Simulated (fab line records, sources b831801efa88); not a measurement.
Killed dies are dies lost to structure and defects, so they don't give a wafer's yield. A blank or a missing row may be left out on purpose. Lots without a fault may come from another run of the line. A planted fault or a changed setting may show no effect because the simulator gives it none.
A struck lot beside a sound one | flow sky130 | 35 steps out of a route of 708
Sound: wafers L984.2, L984.3, L984.5. Struck: wafers L988.1, L988.2. (L988.6 of the same lot was not struck and is left out.) The cause comes at the end.
At each step with rows: each side's tool, then ch and its chambers, then its first start. Under that, the readings that differ: sound wafers | struck wafers | difference of the means | sigmas: that difference in standard deviations of wafers without a fault.
alike: readings whose means differ by less than 2 such deviations, and words and numbers that are the same on both sides. not compared: withheld readings, readings that some wafer has no value for, bounds like >300 that may hide the same value, and numbers for which the record gives no deviation and whose values overlap.
The two part at a step that has a row with sigmas, a row that says differs or no value, or rows on one side only. Numbers that don't overlap but have no deviation are shown without sigmas and don't part them. A reading that every wafer of one side lacks parts them only if that side has two wafers or more.

first, 6 steps without rows for these wafers: SKY_METAL5_HMDS_08 (prime time 60 s); SKY_METAL5_COAT_09 (resist thk 1800 nm); SKY_METAL5_SOFTBAKE_10 (time 60 s); SKY_METAL5_EXPOSE_11 (exposes mask MM5, target cd 1600 nm); SKY_METAL5_PEB_12; SKY_METAL5_DEVELOP_13 (develop time 60 s).
SKY_METAL5_DESCUM_14: chemistry O2, time 11 s.
  sound on rie_metal-04 ch 0, day 43 22:21; struck on rie_metal-02 ch 0,1, day 45 20:02
  reading               | sound             | struck      | difference | sigmas
  oes_product_au (a.u.) | 1.006 1.011 1.013 | 0.974 0.990 | -0.028     | -3
  alike: drypump_motor_current_A
  not compared: rf_hours_counter_h
SKY_METAL5_METAL_ETCH_15: etches the open film in Cl2/BCl3, stops on SiO2, target depth 1260 nm, time 252 s.
  sound on rie_metal-04 ch 0, day 43 22:23; struck on rie_metal-02 ch 0,1, day 45 20:04
  alike: drypump_motor_current_A, oes_product_au, throttle_valve_pct
  not compared: rf_hours_counter_h
SKY_METAL5_STRIP_16: strips in O2/N2.
  sound on plasma_asher-03 ch 0,1, day 43 22:37; struck on plasma_asher-04 ch 0,1, day 45 20:19
  reading                      | sound             | struck      | difference | sigmas
  strip_time_to_endpoint_s (s) | 12.84 12.80 12.88 | 13.27 13.22 | +0.41      | +3
  alike: drypump_motor_current_A, oes_product_au
  not compared: rf_hours_counter_h
then, 3 steps without rows for these wafers: SKY_METAL5_STRIP_17 (strips in post etch residue remover, time 1200 s); SKY_METAL5_CLEAN_18 (cleans in IPA, time 180 s); SKY_METAL5_CLEAN_19 (cleans in O3/DIW).
SKY_PASSIVATION_CVD_00: deposits SiO2, target thk 90 nm.
  sound on pecvd-04 ch 1,2, day 43 23:16; struck on pecvd-01 ch 1,2, day 45 20:56
  reading                                      | sound             | struck    | difference | sigmas
  model.SiO2_of_PASSIVATION_CVD_00.thk_nm (nm) | 89.55 87.18 90.81 | 117 116.9 | +28        |
  alike: heater_power_w
SKY_PASSIVATION_THK_MEAS_01:
  sound on film_metro-03, day 43 23:18; struck on film_metro-03, day 45 21:24
  reading                     | sound          | struck      | difference | sigmas
  PASSIVATION_CVD_00_THK (nm) | 89.5 87.2 90.8 | 117.0 116.9 | +27.8      | +23
  not compared: hold
SKY_PASSIVATION_CVD_02: deposits Si3N4, target thk 540 nm.
  sound on pecvd-02 ch 0,1, day 43 23:21; struck on pecvd-04 ch 1,2, day 45 23:01
  reading | sound | struck                                            | difference                   | sigmas
  hold    | - - - | await_dispo/1.4h/release await_dispo/1.4h/release | no value on the sound wafers |
  alike: heater_power_w
SKY_PASSIVATION_THK_MEAS_03:
  sound on film_metro-03, day 43 23:35; struck on film_metro-03, day 45 23:14
  alike: PASSIVATION_CVD_02_THK
then, 7 steps without rows for these wafers: SKY_PASSIVATION_DEHYDRATE_04 (time 60 s); SKY_PASSIVATION_HMDS_05 (prime time 60 s); SKY_PASSIVATION_COAT_06 (resist thk 3000 nm); SKY_PASSIVATION_SOFTBAKE_07; SKY_PASSIVATION_EXPOSE_08 (exposes mask NSM, target cd 3000 nm); SKY_PASSIVATION_PEB_09; SKY_PASSIVATION_DEVELOP_10 (develop time 60 s).
SKY_PASSIVATION_ETCH_11: etches the open film in CF4/O2, stops on AlCu, target depth 725 nm, time 161.1 s.
  sound on rie_diel-01 ch 2,3, day 44 22:45; struck on rie_diel-03 ch 1,2, day 46 18:21
  reading                                 | sound             | struck      | difference | sigmas
  model.etch.depth_nm (nm)                | 706.8 710.5 721.1 | 725.6 727.4 | +13.7      |
  model.PASSIVATION.feature_depth_nm (nm) | 706.8 710.5 721.1 | 725.6 727.4 | +13.7      |
  alike: drypump_motor_current_A, oes_product_au, throttle_valve_pct
  not compared: rf_hours_counter_h
SKY_PASSIVATION_STRIP_12: strips in O2/N2.
  sound on plasma_asher-04 ch 0,1, day 44 22:51; struck on plasma_asher-03 ch 0,1, day 46 18:27
  alike: drypump_motor_current_A, oes_product_au, strip_time_to_endpoint_s
  not compared: rf_hours_counter_h
then, 7 steps without rows for these wafers: SKY_PAD_OPEN_DEHYDRATE_00 (time 60 s); SKY_PAD_OPEN_HMDS_01 (prime time 60 s); SKY_PAD_OPEN_COAT_02 (resist thk 3000 nm); SKY_PAD_OPEN_SOFTBAKE_03; SKY_PAD_OPEN_EXPOSE_04 (exposes mask PDM, target cd 60000 nm); SKY_PAD_OPEN_PEB_05; SKY_PAD_OPEN_DEVELOP_06 (develop time 60 s).
SKY_PAD_OPEN_ETCH_07: etches the open film in CF4/O2, stops on AlCu, target depth 725 nm, time 161.1 s.
  sound on rie_diel-04 ch 0,1, day 45 19:27; struck on rie_diel-04 ch 0,2, day 47 15:23
  reading                              | sound             | struck      | difference | sigmas
  model.etch.depth_nm (nm)             | 706.8 710.5 721.1 | 725.6 727.4 | +13.7      |
  model.PAD_OPEN.feature_depth_nm (nm) | 706.8 710.5 721.1 | 725.6 727.4 | +13.7      |
  alike: drypump_motor_current_A, oes_product_au, throttle_valve_pct
  not compared: rf_hours_counter_h
then, 1 step without rows for these wafers: SKY_PAD_OPEN_STRIP_08 (strips in O2/N2).
SKY_PAD_OPEN_PROBE_99:
  the record has rows for the struck wafers here (prober-02, day 47 17:43) and none for the sound ones

WHERE THEY PART
First at SKY_METAL5_DESCUM_14; last, within this record, at SKY_PAD_OPEN_PROBE_99.

WHY: what the simulator had put in
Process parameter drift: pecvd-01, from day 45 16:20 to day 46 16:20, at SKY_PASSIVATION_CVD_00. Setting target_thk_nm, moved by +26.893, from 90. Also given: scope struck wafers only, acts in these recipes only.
